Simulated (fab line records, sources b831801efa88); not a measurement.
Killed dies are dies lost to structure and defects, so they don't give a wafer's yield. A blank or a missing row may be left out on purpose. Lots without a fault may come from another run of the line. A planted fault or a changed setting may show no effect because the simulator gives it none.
A struck lot beside a sound one | flow gf180mcu | 14 steps out of a route of 602
Sound: wafers L727.2, L727.3, L727.4. Struck: wafers L725.1, L725.3, L725.5. The cause comes at the end.
At each step with rows: each side's tool, then ch and its chambers, then its first start. Under that, the readings that differ: sound wafers | struck wafers | difference of the means | sigmas: that difference in standard deviations of wafers without a fault.
alike: readings whose means differ by less than 2 such deviations, and words and numbers that are the same on both sides. not compared: withheld readings, readings that some wafer has no value for, bounds like >300 that may hide the same value, and numbers for which the record gives no deviation and whose values overlap.
The two part at a step that has a row with sigmas, a row that says differs or no value, or rows on one side only. Numbers that don't overlap but have no deviation are shown without sigmas and don't part them. A reading that every wafer of one side lacks parts them only if that side has two wafers or more.

first, 2 steps without rows for these wafers: GF_MIM_PEB_17; GF_MIM_DEVELOP_18 (develop time 60 s).
GF_MIM_METAL_ETCH_19: etches the open film in Cl2/BCl3, stops on Si3N4, target depth 324.5 nm, time 54.1 s.
  sound on rie_metal-01 ch 0,1, day 30 10:47; struck on rie_metal-04 ch 1, day 30 05:52
  reading            | sound       | struck      | difference | sigmas
  rf_fwd_power_W (W) | 797 797 796 | 785 785 783 | -12        | -3
  alike: drypump_motor_current_A, oes_product_au, throttle_valve_pct
  not compared: rf_hours_counter_h
GF_MIM_STRIP_20: strips in O2/N2.
  sound on plasma_asher-04 ch 0,1, day 30 10:51; struck on plasma_asher-02 ch 0,1, day 30 06:01
  reading            | sound       | struck      | difference | sigmas
  heater_power_w (W) | 281 283 321 | 398 355 395 | +88        | +2
  alike: drypump_motor_current_A, oes_product_au, platen_temp_c, strip_time_to_endpoint_s
  not compared: rf_hours_counter_h
then, 8 steps without rows for these wafers: GF_MIM_STRIP_21 (strips in post etch residue remover, time 1200 s); GF_MIM_CLEAN_22 (cleans in DIW); GF_M5_DEHYDRATE_00 (time 60 s); GF_M5_HMDS_01 (prime time 60 s); GF_M5_COAT_02 (resist thk 1000 nm); GF_M5_SOFTBAKE_03 (time 60 s); GF_M5_EXPOSE_04 (exposes mask Metal5, target cd 280 nm); GF_M5_PEB_05 (peb time 90 s).
GF_M5_DEVELOP_06: develop time 60 s.
  sound on litho_track-04 ch 0, day 31 05:17; struck on litho_track-04, day 31 00:34
  no value came back on the struck wafers for chill_plate_temp_C (C), develop_time_s (s); on the sound wafers chill_plate_temp_C (C) reads 22.98 23.11 23.01
  reading                             | sound           | struck           | difference | sigmas
  model.KrF_of_M5_COAT_02.thk_nm (nm) | 979.3 981 978.7 | 999.4 1000 997.7 | +19.4      |
GF_M5_CD_MEAS_07: target cd 280 nm.
  sound on cd_sem-02, day 31 05:26; struck on cd_sem-02, day 31 00:43
  reading    | sound             | struck | difference                    | sigmas
  cd_nm (nm) | 280.8 280.7 279.4 | - - -  | no value on the struck wafers |

WHERE THEY PART
First at GF_MIM_METAL_ETCH_19; last, within this record, at GF_M5_CD_MEAS_07.

WHY: what the simulator had put in
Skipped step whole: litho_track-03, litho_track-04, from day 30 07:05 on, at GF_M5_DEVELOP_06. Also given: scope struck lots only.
